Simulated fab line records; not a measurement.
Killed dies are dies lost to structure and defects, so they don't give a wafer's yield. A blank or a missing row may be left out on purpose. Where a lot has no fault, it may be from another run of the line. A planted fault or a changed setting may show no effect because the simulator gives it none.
The same fault as seen by 2 desks -- flow gf180mcu -- each desk has only its own numbers; what lay behind them comes last

METROLOGY DESK
Means of the sampled wafers that have a number, per lot and without regard to the tool the lot ran on: this is what the gauges read. Marked OUT: a lot whose mean sits more than 4 standard deviations from the usual mean, which makes it out of limits; the brackets give that distance.
Columns: A = M3_OVL at GF_M3_OVL_MEAS_15, usual -4 nm; B = V3_W_RS at GF_V3_RS_MEAS_24, usual 0.328 ohm/sq
lot,first seen here,A,B
L300,day 22 10:48,3,0.329
L303,day 23 14:56,-10,0.331
L304,day 24 02:02,-6,0.332
L306,day 24 09:47,-2,0.326
L308,day 24 23:50,-2,0.328
L309,day 25 11:35,-13,0.331
L311,day 26 03:17,-2,0.325
L312,day 26 04:36,-4,0.328
L319,day 28 01:50,-9,0.330
L321,day 28 17:07,-1,0.330
L322,day 29 00:35,-2,0.330
L323,day 29 10:23,-8,0.326
Result from this desk: across the 12 lots, nothing is out of limits.

TOOL OWNER'S DESK, cmp-02
The tool's own readings at GF_V3_CMP_04 (polishes SiO2): means of the sampled wafers that have a number, for each lot that ran on this tool. Marked OUT: a lot whose mean sits more than 4 standard deviations from the usual mean, which makes it out of limits; the brackets give that distance.
Columns: A = motor current A at GF_V3_CMP_04, usual 12.6 A; B = time to endpoint s at GF_V3_CMP_04, usual 77 s
lot,first seen here,A,B
L303,day 23 15:53,12.8,81
L304,day 24 03:02,12.3,85
L306,day 24 10:47,12.9,87
L308,day 25 00:48,12.6,88
L309,day 25 12:35,12.7,78
L311,day 26 04:37,12.6,77
L319,day 28 02:47,12.5,88
L321,day 28 18:06,12.0,89
Result from this desk: across the 8 lots, nothing is out of limits.

TAKEN TOGETHER
Metrology desk: nothing out of limits seen.
The tool owner's desk saw nothing out of limits.

WHAT THE SIMULATOR HAD PUT IN
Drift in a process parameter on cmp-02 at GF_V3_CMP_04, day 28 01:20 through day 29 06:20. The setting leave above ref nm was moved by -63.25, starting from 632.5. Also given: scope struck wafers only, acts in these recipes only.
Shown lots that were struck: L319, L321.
